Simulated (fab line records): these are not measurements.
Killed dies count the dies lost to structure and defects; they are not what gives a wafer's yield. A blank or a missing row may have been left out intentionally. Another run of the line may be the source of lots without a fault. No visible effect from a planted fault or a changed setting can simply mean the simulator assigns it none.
8D (eight disciplines) problem report, filled in by code	flow sky130	the parts of the form that need people (team, actions taken, sign-off) are left out

## 1. WHAT WENT WRONG
Mean of bias w at SKY_POLY_GATE_ETCH_15: 113.96 W across 2 wafers in 2 lots; on wafers with no fault it is 100.02 W (standard deviation 0.3). Measured from the usual mean, that is +46 standard deviations.
The step: etches BARC in N2/H2, stops on SiO2, time 118.5 s, target depth 110 nm.
First observed at day 23 09:17: wafer L287.5, on rie diel-01. At this step, 39 wafers from 13 lots have a number in the record. The rule behind "out" and "out of limits": a value lying over 4 standard deviations away from the usual mean. The rest of the wafers with a number are treated as sound.

## 2. WHAT IT IS; WHAT IT IS NOT
question	is	is not
which readings at this step	bias w	drypump motor current A, h2 flow sccm, oes product au, rf fwd power W, throttle valve pct
which lots	L287, L289	L270, L271, L273, L275, L278, L280, L281, L284, L290, L291, L292
which wafers of those lots	L287.5, L289.1	L287.1, L287.6, L289.2, L289.5
read on which tools	rie diel-01	rie diel-02, rie diel-04
when	from day 23 09:17	up to then (26 sound wafers); but 11 sound wafers of L289, L290, L291, L292 came after

## 3. THE SUSPECTS, EACH WITH WHAT RULES IT OUT
Counting: any tool at a process step up to the reading remains a suspect provided it ran every lot that is out. Sound lots after the first of them don't rule it out here, since some wafers of a struck lot are sound.
- rie diel-01 at SKY_POLY_GATE_ETCH_15 (etches BARC in N2/H2, stops on SiO2, time 118.5 s, target depth 110 nm): kept. Every lot that is out went through it, the first being L287 (day 23 09:17); the last sound lot it ran before that was L284 (day 21 15:41). On those wafers its own readings are out: bias w.
- At SKY_POLY_GATE_ETCH_15, inside rie diel-01: chamber 0 took the wafers that are out, while their sound lot-mates went through chambers 1, 2.
Left after counting: rie diel-01 at SKY_POLY_GATE_ETCH_15.

## 4. THE CAUSE (what the simulator had put in)
rie diel-01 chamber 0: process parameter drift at SKY_POLY_GATE_ETCH_15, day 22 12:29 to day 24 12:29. From 100, the setting bias w moved by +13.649. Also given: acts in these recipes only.
Only this tool survived the counting.

## 5. SEQUENCE OF EFFECTS, ordered by route
Each row: a reading where the mean over the struck wafers with a number is more than 3 standard deviations away from the usual. Readings are gone through only where the record gives a usual standard deviation; hours: the median, over the lots, of the time from a lot's start at the first step in this table giving one to that lot's start at this step; sigmas: the change measured in usual standard deviations.
hours	step	reading	usual	on struck wafers	change	sigmas
0	SKY_POLY_GATE_ETCH_15	bias w	100.02 W	113.96	+13.94	+46
Process steps it contains:
- SKY_POLY_GATE_ETCH_15: etches BARC in N2/H2, stops on SiO2, time 118.5 s, target depth 110 nm.
At these later measuring or inspecting steps, every struck wafer for which the step has a row has a number for every such reading, and none has moved that far: SKY_LDD_HVP_OVL_MEAS_07, SKY_CONTACT_CD_MEAS_14.

## 6. WHAT WOULD HAVE CAUGHT IT SOONER
The fault began at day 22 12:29; the first out-of-limits reading in this record came at day 23 09:17, 21 hours later.
